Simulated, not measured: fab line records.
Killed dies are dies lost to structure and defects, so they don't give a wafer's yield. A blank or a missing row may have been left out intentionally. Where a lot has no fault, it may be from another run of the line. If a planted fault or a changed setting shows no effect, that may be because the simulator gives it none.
fab line records ; flow sky130
record: lots: 7; wafers: 20; last_day: 50
route steps=708 shown VIA3@575 PAD_OPEN@708
lots that met no fault: from a run of the same line without faults
start_h: the number of hours between the record's first day and the start of the first shown wafer of the lot ; wait_h: hours since the lot's step before ; " the same as in the row above ; L1.1+2: several wafers, shown together as one row ; - either no value or no given start ; * or withheld: withheld ; < > ~ a bound
route shown NAME@n: a module of which the file shows steps, and the number in the route of the first ; usual: mean and standard deviation over wafers with no fault ; same: alike in all rows ; chamber/n: place in a boat ; sites: per-site readings ; _std_site: their standard deviation ; _edge_site: the outer-site mean with the inner-site mean subtracted ; radius_mm: how far each site lies from the wafer's centre ; mask NAME#n: copy n ; behind: the last tool/chamber to shape the wafer ; hold: the reason the lot was held/the length of the hold in hours/how it ended ; device: whichever transistor did not switch (one of n, p or np) ; end of line: tests of these same wafers at the route's end ; step lacking rows: just its recipe ; killed: count of dies lost to structure and defects at first sort (not the wafer's yield) ; map: a wafer's dies, marking killed ones x, the rest . and places with no die _
set.NAME: the setting that was run; set.NAME@STEP: the one run at that earlier step ; model.NAME: the simulator's own value behind a step, which no gauge read
certain route steps with their lots: each step a table, each wafer a row
services: when a tool's chamber went out of use (start_h, in hours from the record's first day, below 0 if earlier), for how many hours, and the reason
== steps ==
step: SKY_VIA3_CMP_02
recipe: material: SiO2; down_force_psi: 4; platen_rpm: 60; pad_velocity_m_s: 0.94248
usual: motor_current_A: 11.4/1.1
lot.wafer;tool;chamber;start_h;wait_h;motor_current_A
L911.3;cmp-01;0;923.64;0.0;12.4
L911.4;cmp-01;3;923.64;0.0;11.5
L911.6;cmp-01;1;923.64;0.0;12.0
L920.2;cmp-01;0;978.54;0.1;12.8
L920.6;cmp-01;3;978.54;0.1;11.8
L921.4;cmp-01;3;988.95;0.0;11.2
L921.3;cmp-01;1;988.95;0.0;12.2
L921.1;cmp-01;2;988.95;0.0;9.7
L922.1;cmp-02;2;996.41;0.1;9.6
L922.4;cmp-02;0;996.41;0.1;12.2
L922.6;cmp-02;2;996.41;0.1;10.2
L925.1;cmp-02;2;1014.69;0.6;9.7
L925.2;cmp-02;3;1014.69;0.6;9.9
L925.6;cmp-02;1;1014.69;0.6;12.1
L930.2;cmp-01;1;1046.27;0.0;11.1
L930.4;cmp-01;3;1046.27;0.0;11.3
L930.5;cmp-01;1;1046.27;0.0;12.0
L931.1;cmp-01;1;1057.02;0.2;11.8
L931.3;cmp-01;2;1057.02;0.2;10.3
L931.6;cmp-01;0;1057.02;0.2;12.7
step: SKY_VIA3_BOW_MEAS_03
recipe: mode: bow
usual: VIA3_BOW: 79/8.4
lot.wafer;tool;chamber;start_h;wait_h;VIA3_BOW[um]
L911.3;film_metro-03;-;923.98;0.3;67
L911.4;film_metro-03;-;923.98;0.3;68
L911.6;film_metro-03;-;923.98;0.3;70
L920.2;film_metro-01;-;978.76;0.2;76
L920.6;film_metro-01;-;978.76;0.2;76
L921.1;film_metro-01;-;989.25;0.1;83
L921.3;film_metro-01;-;989.25;0.1;84
L921.4;film_metro-01;-;989.25;0.1;81
L922.1;film_metro-03;-;996.71;0.2;74
L922.4;film_metro-03;-;996.71;0.2;83
L922.6;film_metro-03;-;996.71;0.2;85
L925.1;film_metro-02;-;1014.89;0.1;79
L925.2;film_metro-02;-;1014.89;0.1;85
L925.6;film_metro-02;-;1014.89;0.1;92
L930.2;film_metro-03;-;1046.59;0.3;74
L930.4;film_metro-03;-;1046.59;0.3;80
L930.5;film_metro-03;-;1046.59;0.3;88
L931.1;film_metro-01;-;1057.25;0.2;85
L931.3;film_metro-01;-;1057.25;0.2;78
L931.6;film_metro-01;-;1057.25;0.2;80
step: SKY_VIA3_DEHYDRATE_04
recipe: temp_c: 200; time_s: 60
step: SKY_VIA3_HMDS_05
recipe: prime_time_s: 60; prime_temp_c: 120
step: SKY_VIA3_COAT_06
recipe: resist: BARC; temp_c: withheld; time_s: withheld; spin_rpm: 3000; resist_thk_nm: 60
step: SKY_VIA3_COAT_07
recipe: resist: KrF-thick; spin_rpm: 3000; resist_thk_nm: 450
step: SKY_VIA3_SOFTBAKE_08
recipe: temp_c: 100; time_s: 90; resist: KrF-thick
step: SKY_VIA3_EXPOSE_09
recipe: mask_id: VIM3; na: 0.8; source_shape: annular; sigma_inner: 0.55; sigma_outer: 0.85; target_cd_nm: 200; dose_mj: 38
step: SKY_VIA3_PEB_10
recipe: peb_temp_c: withheld; peb_time_s: withheld; resist: KrF-thick
step: SKY_VIA3_DEVELOP_11
recipe: develop_time_s: 60; resist: KrF-thick; dev_temp_c: 21
step: SKY_VIA3_CD_MEAS_12
recipe: target_cd_nm: 200
usual: cd_nm: 199.9/1.2
lot.wafer;tool;chamber;start_h;wait_h;cd_nm
L911.3;cd_sem-01;-;948.11;-;200.9
L911.4;cd_sem-01;-;948.11;-;202.0
L911.6;cd_sem-01;-;948.11;-;199.4
L920.2;cd_sem-01;-;1002.74;-;199.6
L920.6;cd_sem-01;-;1002.74;-;200.4
L921.1;cd_sem-02;-;1012.81;-;199.5
L921.3;cd_sem-02;-;1012.81;-;200.8
L921.4;cd_sem-02;-;1012.81;-;200.6
L922.1;cd_sem-02;-;1019.71;-;202.0
L922.4;cd_sem-02;-;1019.71;-;201.2
L922.6;cd_sem-02;-;1019.71;-;200.7
L925.1;cd_sem-01;-;1038.26;-;198.8
L925.2;cd_sem-01;-;1038.26;-;197.9
L925.6;cd_sem-01;-;1038.26;-;199.1
L930.2;cd_sem-01;-;1068.83;-;199.8
L930.4;cd_sem-01;-;1068.83;-;200.2
L930.5;cd_sem-01;-;1068.83;-;200.6
L931.1;cd_sem-02;-;1078.66;-;199.9
L931.3;cd_sem-02;-;1078.66;-;199.9
L931.6;cd_sem-02;-;1078.66;-;199.1
step: SKY_VIA3_OVL_MEAS_13
usual: VIA3_OVL: 2/6.2
lot.wafer;tool;chamber;start_h;wait_h;VIA3_OVL[nm]
L911.3;overlay-02;-;948.21;0.1;4
L911.4;overlay-02;-;948.21;0.1;5
L911.6;overlay-02;-;948.21;0.1;1
L920.2;overlay-02;-;1002.85;0.1;8
L920.6;overlay-02;-;1002.85;0.1;7
L921.1;overlay-02;-;1012.93;0.1;8
L921.3;overlay-02;-;1012.93;0.1;2
L921.4;overlay-02;-;1012.93;0.1;11
L922.1;overlay-02;-;1019.83;0.1;4
L922.4;overlay-02;-;1019.83;0.1;-1
L922.6;overlay-02;-;1019.83;0.1;0
L925.1;overlay-01;-;1038.38;0.1;-3
L925.2;overlay-01;-;1038.38;0.1;6
L925.6;overlay-01;-;1038.38;0.1;3
L930.2;overlay-02;-;1068.94;0.1;-4
L930.4;overlay-02;-;1068.94;0.1;-1
L930.5;overlay-02;-;1068.94;0.1;-8
L931.1;overlay-02;-;1078.78;0.1;5
L931.3;overlay-02;-;1078.78;0.1;10
L931.6;overlay-02;-;1078.78;0.1;14
step: SKY_VIA3_ETCH_14
recipe: chemistry: N2/H2; target: BARC; ion_energy_ev: 200; source_w: 500; bias_w: 100; pressure_mtorr: 30; n2_flow_sccm: 100; h2_flow_sccm: 200; stop_on: SiO2; time_s: 45.9; target_depth_a: 600
usual: drypump_motor_current_A: 5.8/0.43; h2_flow_sccm: 199.9/0.56; oes_product_au: 0.854/0.0041; throttle_valve_pct: 13.226/0.009
lot.wafer;tool;chamber;start_h;wait_h;drypump_motor_current_A;h2_flow_sccm;oes_product_au;rf_hours_counter_h;throttle_valve_pct;model.KrF-thick_of_VIA3_COAT_07.thk_nm;model.etch.depth_nm;model.VIA3.cd_nm
L911.3;rie_diel-04;1;948.23;0.0;5.9;199.6;0.860;8;13.231;393;60.05;201
L911.4;rie_diel-04;3;948.23;0.0;5.3;198.7;0.859;21;13.223;393.3;60.08;202.1
L911.6;rie_diel-04;0;948.23;0.0;6.3;199.9;0.853;-;13.238;394.7;59.96;199.3
L920.2;rie_diel-04;1;1002.88;0.0;5.9;199.7;0.772;10;13.218;407.7;49.16;196.8
L920.6;rie_diel-04;2;1002.88;0.0;5.7;200.1;0.850;-;13.235;390.8;59.67;200.6
L921.1;rie_diel-04;3;1012.97;0.0;5.3;199.6;0.773;22;13.230;407.6;50.17;196
L921.3;rie_diel-04;1;1012.97;0.0;5.9;199.7;0.847;10;13.235;390.5;59.7;200.2
L921.4;rie_diel-04;2;1012.97;0.0;5.7;199.8;0.857;8;13.226;390;59.89;200.5
L922.1;rie_diel-04;0;1019.86;0.0;6.3;200.5;0.783;21;13.223;408.7;50.92;199.5
L922.4;rie_diel-04;1;1019.86;0.0;5.9;200.0;0.852;10;13.235;393.9;60.16;201.3
L922.6;rie_diel-04;2;1019.86;0.0;5.7;200.6;0.855;-;13.235;390.9;60.08;200.2
L925.1;rie_diel-03;1;1038.41;0.0;6.5;199.9;0.855;21;13.241;391.9;59.88;198
L925.2;rie_diel-03;0;1038.41;0.0;6.2;200.6;0.851;21;13.221;392.4;59.94;198.4
L925.6;rie_diel-03;0;1038.41;0.0;6.1;200.4;0.858;-;13.239;391.5;59.97;199.8
L930.2;rie_diel-03;2;1068.97;0.0;6.3;200.2;0.860;8;13.215;396;60.13;199.4
L930.4;rie_diel-03;0;1068.97;0.0;6.2;200.6;0.849;22;13.204;396.9;60.14;200.8
L930.5;rie_diel-03;1;1068.97;0.0;6.6;199.7;0.854;-;13.244;396;59.92;199
L931.1;rie_diel-01;0;1078.81;0.0;5.2;200.3;0.848;27;13.241;393.9;59.76;198.8
L931.3;rie_diel-01;3;1078.81;0.0;5.4;200.0;0.852;10;13.236;392.6;59.9;200.2
L931.6;rie_diel-01;2;1078.81;0.0;5.5;199.4;0.854;-;13.226;392.4;60.05;199.8
step: SKY_VIA3_ETCH_15
recipe: target: SiO2; chemistry: C4F8/O2/Ar; target_depth_nm: 507; stop_on: TiN; mask_material: KrF-thick; source_w: 1500; bias_w: 1200; pressure_mtorr: 40; c4f8_flow_sccm: withheld; O2_flow_sccm: 6; Ar_flow_sccm: 300; time_s: 78
usual: oes_product_au: 0.946/0.0048
lot.wafer;tool;chamber;start_h;wait_h;oes_product_au;model.KrF-thick_of_VIA3_COAT_07.thk_nm
L911.3;rie_diel-04;1;948.27;0.0;0.943;291.3
L911.4;rie_diel-04;3;948.27;0.0;0.941;290.9
L911.6;rie_diel-04;0;948.27;0.0;0.949;291.4
L920.2;rie_diel-04;1;1002.92;0.0;0.470;304.9
L920.6;rie_diel-04;2;1002.92;0.0;0.946;285.3
L921.1;rie_diel-04;3;1013.01;0.0;0.520;305.4
L921.3;rie_diel-04;1;1013.01;0.0;0.951;289.1
L921.4;rie_diel-04;2;1013.01;0.0;0.958;283.6
L922.1;rie_diel-04;0;1019.90;0.0;0.561;306.7
L922.4;rie_diel-04;1;1019.90;0.0;0.947;292.4
L922.6;rie_diel-04;2;1019.90;0.0;0.946;284.5
L925.1;rie_diel-03;1;1038.45;0.0;0.951;290.3
L925.2;rie_diel-03;0;1038.45;0.0;0.947;291.8
L925.6;rie_diel-03;0;1038.45;0.0;0.942;291
L930.2;rie_diel-03;2;1069.01;0.0;0.951;295.2
L930.4;rie_diel-03;0;1069.01;0.0;0.936;296.4
L930.5;rie_diel-03;1;1069.01;0.0;0.942;294.5
L931.1;rie_diel-01;0;1078.85;0.0;0.946;294.1
L931.3;rie_diel-01;3;1078.85;0.0;0.947;289.3
L931.6;rie_diel-01;2;1078.85;0.0;0.949;291.4
step: SKY_VIA3_STRIP_16
recipe: chemistry: O2/N2; power_w: 1400; pressure_mtorr: 1500; platen_temp_c: withheld; o2_flow_sccm: 3000; n2_flow_sccm: 300; overash_fraction: 0.5
usual: drypump_motor_current_A: 5.4/0.38; oes_product_au: 0.402/0.0047; strip_time_to_endpoint_s: 4.13/0.031
lot.wafer;tool;chamber;start_h;wait_h;drypump_motor_current_A;oes_product_au;rf_hours_counter_h;strip_time_to_endpoint_s
L911.3;plasma_asher-03;1;948.36;0.1;5.3;0.403;-;4.11
L911.4;plasma_asher-03;0;948.36;0.1;5.3;0.399;-;4.13
L911.6;plasma_asher-03;1;948.36;0.1;5.2;0.397;-;4.15
L920.2;plasma_asher-02;1;1002.98;0.0;5.7;0.414;21;4.26
L920.6;plasma_asher-02;1;1002.98;0.0;5.7;0.401;-;4.05
L921.1;plasma_asher-01;0;1013.07;0.0;6.1;0.402;57;4.28
L921.3;plasma_asher-01;1;1013.07;0.0;5.0;0.397;-;4.09
L921.4;plasma_asher-01;0;1013.07;0.0;6.1;0.394;-;4.03
L922.1;plasma_asher-03;1;1019.96;0.0;5.3;0.403;90;4.28
L922.4;plasma_asher-03;0;1019.96;0.0;5.3;0.399;-;4.13
L922.6;plasma_asher-03;0;1019.96;0.0;5.3;0.399;-;4.05
L925.1;plasma_asher-03;1;1038.51;0.0;5.3;0.397;93;4.11
L925.2;plasma_asher-03;0;1038.51;0.0;5.3;0.406;93;4.13
L925.6;plasma_asher-03;0;1038.51;0.0;5.3;0.404;-;4.13
L930.2;plasma_asher-02;1;1069.07;0.0;5.7;0.394;27;4.18
L930.4;plasma_asher-02;0;1069.07;0.0;5.0;0.401;-;4.18
L930.5;plasma_asher-02;0;1069.07;0.0;5.1;0.404;-;4.17
L931.1;plasma_asher-03;0;1078.91;0.0;5.3;0.400;97;4.15
L931.3;plasma_asher-03;1;1078.91;0.0;5.2;0.401;-;4.10
L931.6;plasma_asher-03;0;1078.91;0.0;5.3;0.400;-;4.13
step: SKY_VIA3_STRIP_17
recipe: chemistry: post_etch_residue_remover; time_s: 1200; temp_c: 72.5
step: SKY_PAD_OPEN_PROBE_99
usual: defect_limited_yield: 82.6/1.8; killed_at_M0_to_M3: 43/6.6; killed_at_M4_up: 2.9/1.6; killed_at_contacts: 24/4.9; killed_at_front_end: 15/4.5; killed_at_other: 0.2/0.45; killed_dies: 86/8.8; killed_on_rim: 16/4.2; killed_open: 48/6.4; killed_short: 38/5.6
same: gross_dies: 492; killed_at_back_side: 0
lot.wafer;tool;chamber;start_h;wait_h;defect_limited_yield[%];killed_at_M0_to_M3;killed_at_M4_up;killed_at_contacts;killed_at_front_end;killed_at_other;killed_dies;killed_on_rim;killed_open;killed_short
L911.3;prober-02;-;1092.89;0.2;81.5;50;2;24;14;1;91;16;49;42
L911.4;prober-02;-;1092.94;0.2;80.3;60;2;22;13;0;97;12;54;43
L911.6;prober-02;-;1093.04;0.2;82.5;41;5;26;13;1;86;15;54;32
L920.2;prober-02;-;1140.08;0.1;20.1;355;6;15;17;0;393;61;45;38
L920.6;prober-02;-;1140.28;0.2;83.3;38;2;29;13;0;82;14;46;36
L921.1;prober-02;-;1149.58;0.1;25.2;321;2;28;17;0;368;76;40;44
L921.3;prober-02;-;1149.68;0.2;83.1;34;1;28;20;0;83;14;51;32
L921.4;prober-02;-;1149.73;0.2;80.5;52;4;24;16;0;96;18;53;43
L922.1;prober-01;-;1153.32;0.1;28.7;307;4;25;15;0;351;83;48;37
L922.4;prober-01;-;1153.47;0.2;80.7;53;3;16;22;1;95;22;62;33
L922.6;prober-01;-;1153.57;0.2;82.7;38;3;25;19;0;85;11;43;42
L925.1;prober-01;-;1167.05;0.1;82.3;46;0;25;16;0;87;18;51;36
L925.2;prober-01;-;1167.10;0.1;84.3;39;3;22;13;0;77;12;47;30
L925.6;prober-01;-;1167.30;0.2;81.5;51;4;25;11;0;91;12;53;38
L930.2;prober-02;-;1190.42;0.1;83.7;59;1;14;6;0;80;14;47;33
L930.4;prober-02;-;1190.52;0.2;83.5;38;3;29;10;1;81;13;53;28
L930.5;prober-02;-;1190.57;0.2;81.9;43;4;25;17;0;89;14;47;42
L931.1;prober-01;-;1202.84;0.1;83.7;39;1;27;13;0;80;17;45;35
L931.3;prober-01;-;1202.94;0.2;81.1;53;1;24;14;1;93;12;53;40
L931.6;prober-01;-;1203.09;0.2;80.5;55;0;30;11;0;96;14;55;41
killed by level:class
L911.3 VIA1:geometric_particle:open=13 CONTACT:geometric_particle:open=13 CONTACT:geometric_particle:short=8 VIA1:geometric_particle:short=7 VIA2:geometric_particle:open=7 POLY_GATE:geometric_particle:short=4 METAL1:geometric_particle:short=4 METAL2:geometric_particle:short=4
L911.4 VIA1:geometric_particle:open=17 CONTACT:geometric_particle:open=9 METAL1:geometric_particle:short=9 LI_CONTACT:geometric_particle:open=7 VIA2:geometric_particle:short=7 VIA2:geometric_particle:open=6 POLY_GATE:geometric_particle:open=5 VIA3:geometric_particle:short=5
L911.6 VIA1:geometric_particle:open=13 CONTACT:geometric_particle:open=11 LI_CONTACT:geometric_particle:open=7 VIA3:geometric_particle:open=6 POLY_GATE:geometric_particle:short=5 VIA2:geometric_particle:open=5 METAL4:geometric_particle:short=5 FIELD_ISO:geometric_particle:open=4
L920.2 VIA3:area_etch=310 VIA1:geometric_particle:open=11 VIA2:geometric_particle:open=8 FIELD_ISO:geometric_particle:short=6 LI_CONTACT:geometric_particle:open=6 VIA3:geometric_particle:open=6 METAL2:geometric_particle:short=5 VIA3:geometric_particle:short=5
L920.6 LI_CONTACT:geometric_particle:open=10 CONTACT:geometric_particle:open=10 VIA1:geometric_particle:open=8 FIELD_ISO:geometric_particle:short=7 VIA3:geometric_particle:open=6 METAL1:geometric_particle:short=5 VIA1:geometric_particle:short=5 LI_CONTACT:geometric_particle:short=4
L921.1 VIA3:area_etch=284 CONTACT:geometric_particle:open=9 LI_CONTACT:geometric_particle:open=6 LOCAL_INTERCONNECT:geometric_particle:short=6 CONTACT:geometric_particle:short=6 VIA1:geometric_particle:open=6 VIA1:geometric_particle:short=5 METAL3:geometric_particle:short=5
L921.3 LI_CONTACT:geometric_particle:open=9 CONTACT:geometric_particle:open=9 VIA1:geometric_particle:open=9 FIELD_ISO:geometric_particle:open=8 FIELD_ISO:geometric_particle:short=6 VIA2:geometric_particle:open=4 LOCAL_INTERCONNECT:geometric_particle:short=4 VIA1:geometric_particle:short=4
L921.4 VIA1:geometric_particle:open=13 VIA3:geometric_particle:open=9 METAL2:geometric_particle:short=7 CONTACT:geometric_particle:short=7 LI_CONTACT:geometric_particle:open=6 CONTACT:geometric_particle:open=6 VIA2:geometric_particle:open=6 FIELD_ISO:geometric_particle:open=4
L922.1 VIA3:area_etch=266 VIA3:geometric_particle:open=9 CONTACT:geometric_particle:open=7 VIA1:geometric_particle:open=7 VIA2:geometric_particle:open=7 FIELD_ISO:geometric_particle:short=5 LI_CONTACT:geometric_particle:open=5 VIA1:geometric_particle:short=5
L922.4 VIA1:geometric_particle:open=14 VIA3:geometric_particle:open=9 VIA2:geometric_particle:open=9 POLY_GATE:geometric_particle:short=6 FIELD_ISO:geometric_particle:open=6 CONTACT:geometric_particle:open=6 METAL3:geometric_particle:short=5 POLY_GATE:geometric_particle:open=4
L922.6 VIA1:geometric_particle:open=8 POLY_GATE:geometric_particle:open=7 CONTACT:geometric_particle:open=7 VIA2:geometric_particle:open=7 METAL3:geometric_particle:short=7 LI_CONTACT:geometric_particle:open=6 LI_CONTACT:geometric_particle:short=5 FIELD_ISO:geometric_particle:short=4
L925.1 VIA1:geometric_particle:open=17 CONTACT:geometric_particle:open=9 VIA1:geometric_particle:short=8 LI_CONTACT:geometric_particle:open=6 METAL2:geometric_particle:short=6 FIELD_ISO:geometric_particle:open=4 LOCAL_INTERCONNECT:geometric_particle:short=4 CONTACT:geometric_particle:short=4
L925.2 VIA1:geometric_particle:open=15 CONTACT:geometric_particle:open=12 VIA3:geometric_particle:open=6 LOCAL_INTERCONNECT:geometric_particle:short=5 VIA1:geometric_particle:short=5 METAL1:geometric_particle:short=5 VIA2:geometric_particle:short=4 FIELD_ISO:geometric_particle:open=3
L925.6 VIA1:geometric_particle:open=15 CONTACT:geometric_particle:open=12 METAL2:geometric_particle:short=8 VIA2:geometric_particle:open=7 VIA3:geometric_particle:open=5 LI_CONTACT:geometric_particle:open=4 METAL3:geometric_particle:short=4 VIA2:geometric_particle:short=4
L930.2 VIA1:geometric_particle:open=14 METAL1:geometric_particle:short=12 CONTACT:geometric_particle:open=9 VIA2:geometric_particle:open=9 METAL2:geometric_particle:short=5 METAL1:geometric_particle:open=5 VIA3:geometric_particle:open=4 VIA1:geometric_particle:short=4
L930.4 LI_CONTACT:geometric_particle:open=12 VIA1:geometric_particle:open=11 CONTACT:geometric_particle:open=9 METAL1:geometric_particle:short=5 VIA2:geometric_particle:open=5 VIA3:geometric_particle:open=4 METAL1:geometric_particle:open=4 LI_CONTACT:geometric_particle:short=4
L930.5 VIA1:geometric_particle:open=10 VIA1:geometric_particle:short=9 CONTACT:geometric_particle:open=8 FIELD_ISO:geometric_particle:open=7 LOCAL_INTERCONNECT:geometric_particle:short=6 VIA3:geometric_particle:open=5 POLY_GATE:geometric_particle:short=4 LI_CONTACT:geometric_particle:open=4
L931.1 VIA1:geometric_particle:open=14 CONTACT:geometric_particle:open=8 LI_CONTACT:geometric_particle:open=7 FIELD_ISO:geometric_particle:short=6 METAL1:geometric_particle:short=6 CONTACT:geometric_particle:short=5 VIA1:geometric_particle:short=4 FIELD_ISO:geometric_particle:open=3
L931.3 VIA1:geometric_particle:open=16 CONTACT:geometric_particle:open=8 FIELD_ISO:geometric_particle:short=6 VIA2:geometric_particle:short=6 LOCAL_INTERCONNECT:geometric_particle:short=6 VIA3:geometric_particle:open=6 VIA2:geometric_particle:open=6 CONTACT:geometric_particle:short=4
L931.6 CONTACT:geometric_particle:open=11 VIA1:geometric_particle:open=11 VIA2:geometric_particle:open=10 METAL2:geometric_particle:short=8 VIA3:geometric_particle:open=8 LI_CONTACT:geometric_particle:open=6 METAL1:geometric_particle:short=6 LOCAL_INTERCONNECT:geometric_particle:short=5
map L920.2 (x killed, . not)
__________xxxxxxxxxx_________
________xxxxxxx..xxxxx_______
______.xxx.xxxxxx.x.xxxx_____
_____x...xxx....xx.x.xx..____
____x...xxx.xxxxxxxxx.....___
___xxx.x..xxxxxxxx.xxxx..x.__
__x..x.xxxxx.xxxxxx.xxx..x.x_
_xxxxxxxxxxxxxxxxxxx.x.......
_xxxxxxxxxxxxxxxxxxxxxxx.xx..
_xxxxxxxxxxxxxxxxxxxxxx.x.xx.
_xxxxxxxxxxxxxxxxxxxxxxx.x.x.
_xxxxxxxxxxxxxxxxxxxxxxxxxxx.
_xxxxxxxxxxxxxxxxxxxxxxxxxx.x
_xxxxxxxxxxxxxxxxxxxxxxxxx...
_xxxxxxxxxxxxxxxxxxxxxxxx...x
__xxxxxxxxxxxxxxxxxxxxx.x.x._
___xxxxxxxxxxxxxxxxxx......__
____xxxxxxxxxxxxxxxx.....x___
_____xxxxxxxxxxxxx..x.x..____
______x.xxx.xxxxx.xxxx.._____
________.xxxxxxxxx...._______
__________.xx.xxxx.._________
map L921.1 (x killed, . not)
__________.x.x.xxxx._________
________xx..x..xx.xxx._______
______x.xx.xx..xxx..xx.x_____
_____.xx..x.xxxxx.....xx.____
____xxxx...x...xx..xx....x___
___x.x...x.xxx.xx......xxxx__
__xxxxx.xxxx......xxx.x.xxxx_
_xxx...x.xxxxxxx...x.xxxxxxxx
_.xx..xxx.xxxxx.xx...xxxx.xx.
_xxx...xx.xxx.xxxxxxxxxxx..xx
_xxxxxx.xxxxxxxxxxx.x.xxxxx..
_xxxxxx..xxxxxxx.xxxxxxxxx.xx
_xx.x.xxxxx.xxxxx.xxx.xxxx.x.
_xxxxxxxxxxxxxxxx.xx.xxxx.xx.
_.xxxx..xxxxxxxxx....xxxxxxxx
__xxx.xxxxxxxxxxxxxx..xxxxxx_
___xxxx.xx.xxxxxx.xxxx.xxxx__
____xxxxxxxxxxxxxx.xxxxxxx___
_____xxxxxx.xxxxxxxxxxxxx____
______xxxxxxxxxxxxxx.xxx_____
________xxxxxxxxxxxxx._______
__________xxxxxx.xxx_________
== services ==
tool;chamber;start_h;hours;kind
plasma_asher-02;-;907.51;1.2;repair
cmp-02;-;912.13;4.0;pm
cmp-02;-;916.07;0.6;repair
rie_diel-01;-;919.86;0.4;repair
rie_diel-03;1;930.80;9.1;repair
rie_diel-03;-;942.21;0.3;repair
rie_diel-03;-;945.25;1.2;repair
plasma_asher-03;-;949.55;1.3;repair
rie_diel-03;2;953.20;3.7;repair
rie_diel-03;2;964.85;22.9;repair
rie_diel-03;0;973.20;2.9;repair
rie_diel-03;1;974.58;2.7;repair
rie_diel-04;-;974.63;4.3;pm
cmp-01;-;990.86;14.6;pm
cmp-02;-;997.62;0.3;repair
cmp-01;-;1006.59;10.6;repair
rie_diel-04;2;1022.74;51.9;repair
cmp-02;-;1039.99;4.5;pm
rie_diel-04;1;1044.41;1.7;repair
rie_diel-01;0;1047.91;4.1;repair
cmp-01;-;1058.55;3.5;repair
rie_diel-04;0;1058.81;2.9;repair
rie_diel-03;1;1062.70;1.7;repair
rie_diel-01;-;1073.58;1.1;repair
== key ==
first_sign: step: SKY_VIA3_ETCH_14; reading: oes_product_au; direction: down; sigmas: 19; usual: 0.854; struck: 0.776
effect: step: SKY_VIA3_ETCH_15; reading: oes_product_au; direction: down; sigmas: 90; usual: 0.946; struck: 0.517
effect: step: SKY_VIA3_STRIP_16; reading: strip_time_to_endpoint_s; direction: up; sigmas: 4.7; usual: *; struck: *
effect: step: SKY_PAD_OPEN_PROBE_99; reading: killed_at_M0_to_M3; direction: up; sigmas: 43; usual: 43; struck: 328
model_effect: step: SKY_VIA3_ETCH_14; value: KrF-thick_of_VIA3_COAT_07.thk_nm; without: 392.5; struck: 408
model_effect: step: SKY_VIA3_ETCH_15; value: KrF-thick_of_VIA3_COAT_07.thk_nm; without: 290.2; struck: 305.7
more_kills_born_at: SKY_VIA3_ETCH_14@rie_diel-04: 860
met_at SKY_VIA3_ETCH_14
struck_wafers L920.2,L921.1,L922.1
later_rows_left_out L920.2,L921.1,L922.1
onset_between 948.23 1002.88
fault: kind: process_parameter_drift; tool: rie_diel-04; chamber: -; onset_h: 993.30; steps: SKY_VIA3_ETCH_14; channel: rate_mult; offset: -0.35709; shape: step; end_h: 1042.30; scope: struck_wafers_only
later_rows_left_out: the simulator's readings of these wafers behind a module that went badly wrong aren't trusted and aren't shown, but for the sort
